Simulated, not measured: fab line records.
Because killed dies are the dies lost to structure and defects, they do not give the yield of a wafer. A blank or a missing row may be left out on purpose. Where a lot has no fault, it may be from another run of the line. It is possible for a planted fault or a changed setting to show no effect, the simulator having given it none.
Comparing a struck lot with a sound one || flow gf180mcu || 15 out of 602 route steps
Sound: the wafers L291.1, L291.4, L291.6. Struck: wafer L298.5 (left out: L298.1, L298.4 of the same lot, which were not struck); the cause appears at the end.
Each step with rows lists, per side, the tool, then ch with its chambers, then its first start. Under that, the readings that differ: sound wafers || struck wafers || difference of the means || sigmas: that difference in standard deviations of wafers without a fault.
alike: words and numbers the same on both sides, and readings whose means are apart by under 2 such deviations; not compared: readings that were withheld, readings missing a value for some wafer, numbers with overlapping values and no deviation given by the record, and bounds like >300 which may hide the same value.
Wherever a step has rows on one side only, a row that says differs or no value, or a row with sigmas, the two part there. Non-overlapping numbers with no deviation appear without sigmas and do not part them. A reading that every wafer of one side lacks parts them only if that side has two wafers or more.

GF_V5_OVL_MEAS_15:
  sound on overlay-02, day 27 20:43; struck on overlay-01, day 29 23:43
  alike: V5_OVL
GF_V5_ETCH_16: etches BARC in N2/H2.
  sound on rie_diel-01 ch 0,2, day 27 20:45; struck on rie_diel-02 ch 1, day 29 23:45
  alike: drypump_motor_current_A, oes_product_au, throttle_valve_pct
then, 1 step without rows for these wafers: GF_V5_ETCH_17 (etches SiO2 in C4F8/O2/Ar, stops on TiN, target depth 855 nm).
GF_V5_STRIP_18: strips in O2/N2.
  sound on plasma_asher-02 ch 0,1, day 27 20:54; struck on plasma_asher-02 ch 1, day 29 23:55
  alike: drypump_motor_current_A, heater_power_w, oes_product_au
  not compared: rf_hours_counter_h
then, 2 steps without rows for these wafers: GF_V5_STRIP_19 (strips in post etch residue remover, time 1200 s); GF_V5_CLEAN_20 (cleans in DIW).
GF_V5_SPUTTER_21: material Ti, target thk 15 nm, time 80.02 s.
  sound on pvd_sputter-03, day 27 21:47; struck on pvd_sputter-03, day 30 00:47
  alike: chamber_pressure_pa, throttle_valve_pct
then, 1 step without rows for these wafers: GF_V5_SPUTTER_22 (material TiN, target thk 10 nm, time 40 s).
GF_V5_CVD_23: deposits W, target thk 350 nm, time 104.9 s.
  sound on cvd_w-02 ch 0,1, day 27 21:53; struck on cvd_w-01 ch 0, day 30 00:53
  alike: heater_power_w, susceptor_temp_C
GF_V5_RS_MEAS_24: measurement is done with a four-point probe.
  sound on film_metro-01, day 27 22:00; struck on film_metro-04, day 30 01:01
  alike: V5_W_RS
GF_V5_THK_MEAS_25: measures by xrf.
  sound on film_metro-01, day 27 22:07; struck on film_metro-04, day 30 01:08
{"reading": "V5_W_THK (nm)", "sound": "363 363 361", "struck": 341, "difference": -21, "sigmas": -4}
then, 1 step without rows for these wafers: GF_V5_CMP_26 (polishes, stops on SiO2, t overpolish 15 s, target thk 0 nm).
GF_TOP_METAL_SPUTTER_00: material Ti, target thk 37.5 nm, time 150 s.
  sound on pvd_sputter-04, day 27 22:29; struck on pvd_sputter-04, day 30 01:29
{"reading": "chamber_pressure_pa (Pa)", "sound": "1.999 2.002 2.002", "struck": 2.107, "difference": "+0.106", "sigmas": "+29"}
{"reading": "model.Ti_of_TOP_METAL_SPUTTER_00.thk_nm (nm)", "sound": "37.43 37.74 37.61", "struck": 35.96, "difference": -1.63, "sigmas": ""}
  alike: throttle_valve_pct
GF_TOP_METAL_SPUTTER_01: material TiN, target thk 30 nm, time 25 s.
  sound on pvd_sputter-04, day 27 22:35; struck on pvd_sputter-04, day 30 01:35
  alike: chamber_pressure_pa, throttle_valve_pct
GF_PASSIVATION_PROBE_99:
  rows exist in the record for the struck wafers here (prober-01, day 31 16:16), but not for the sound ones

== WHERE THEY PART ==
First at GF_V5_THK_MEAS_25; last, within this record, at GF_PASSIVATION_PROBE_99.

WHY: whatever the simulator had introduced
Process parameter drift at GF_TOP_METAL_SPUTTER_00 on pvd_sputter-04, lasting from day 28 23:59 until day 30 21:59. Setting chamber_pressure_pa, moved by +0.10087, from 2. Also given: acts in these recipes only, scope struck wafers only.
